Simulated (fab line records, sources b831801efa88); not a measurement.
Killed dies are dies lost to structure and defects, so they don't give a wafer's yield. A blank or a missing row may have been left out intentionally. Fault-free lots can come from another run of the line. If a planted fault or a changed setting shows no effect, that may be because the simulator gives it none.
One fault through the eyes of 2 desks + flow gf180mcu + every desk sees just its own numbers, and what lay behind them comes last

## DESK OF THE TOOL OWNER: rieMetal-02
The tool's own readings at GF_TOP_METAL_METAL_ETCH_16 (etches the open film in Cl2/BCl3, stops on SiO2, target depth 1197 nm, time 199.5 s): means of the sampled wafers that have a number, for each lot that ran on this tool. A lot is out of limits, marked OUT, if its mean lies more than 4 standard deviations from the usual mean; the brackets give that distance.
Columns: A = chamberPressureMTorr at GF_TOP_METAL_METAL_ETCH_16, usual 8.000 mTorr; B = drypumpMotorCurrentA at GF_TOP_METAL_METAL_ETCH_16, usual 5.9 A; C = heBacksideLeakSccm at GF_TOP_METAL_METAL_ETCH_16, usual 3.31 sccm; D = oesProductAu at GF_TOP_METAL_METAL_ETCH_16, usual 0.989 a.u.; E = throttleValvePct at GF_TOP_METAL_METAL_ETCH_16, usual 28.232 %
| lot  | first seen here | A               | B   | C    | D     | E      |
|------|-----------------|-----------------|-----|------|-------|--------|
| L418 | day 29 11:11    | 8.000           | 6.2 | 3.33 | 0.988 | 28.235 |
| L421 | day 30 08:08    | 8.528 (+72) OUT | 5.7 | 3.12 | 0.987 | 28.228 |
This desk finds L421 out of limits, L421 being first, at day 30 08:08 (chamberPressureMTorr at GF_TOP_METAL_METAL_ETCH_16). L418 stayed within limits.

## THE METROLOGY DESK
What the gauges read for every lot (on any tool): the sampled wafers with a number, averaged. A lot is out of limits, marked OUT, if its mean lies more than 4 standard deviations from the usual mean; the brackets give that distance.
Columns: A = TOP_METAL_ALCU_RS at GF_TOP_METAL_RS_MEAS_05, usual 0.03275 ohm/sq; B = TOP_METAL_ALCU_THK at GF_TOP_METAL_THK_MEAS_06, usual 899 nm; C = cdNm at GF_TOP_METAL_CD_MEAS_14, usual 439.4 nm; D = TOP_METAL_OVL at GF_TOP_METAL_OVL_MEAS_15, usual -1.1 nm
| lot  | first seen here | A       | B   | C     | D    |
|------|-----------------|---------|-----|-------|------|
| L415 | day 28 00:47    | 0.03310 | 891 | 438.4 | -1.3 |
| L418 | day 28 15:53    | 0.03228 | 917 | 440.6 | -0.1 |
| L421 | day 29 13:12    | 0.03286 | 891 | 438.3 | -0.3 |
| L429 | day 31 16:46    | 0.03289 | 894 | 437.8 | -1.4 |
| L437 | day 33 14:03    | 0.03274 | 893 | 439.6 | -3.0 |
This desk's verdict: no lot among the 5 shows anything out of limits.

## BROUGHT TOGETHER
At day 30 08:08, on L421, the tool owner's desk was in a position to raise an alarm.
From the metrology desk's view, nothing was out of limits.
The metrology desk has L421 on record, within its limits.
Every lot named ran GF_TOP_METAL_METAL_ETCH_16 on rieMetal-02.

## WHAT THE SIMULATOR HAD PUT IN
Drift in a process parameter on rieMetal-02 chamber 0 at GF_TOP_METAL_METAL_ETCH_16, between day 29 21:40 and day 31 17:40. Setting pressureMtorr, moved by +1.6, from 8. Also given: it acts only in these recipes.
Struck lots among those shown: L421.
Delay in hours, fault start to first out-of-limits reading, by desk: the tool owner's desk at 10.
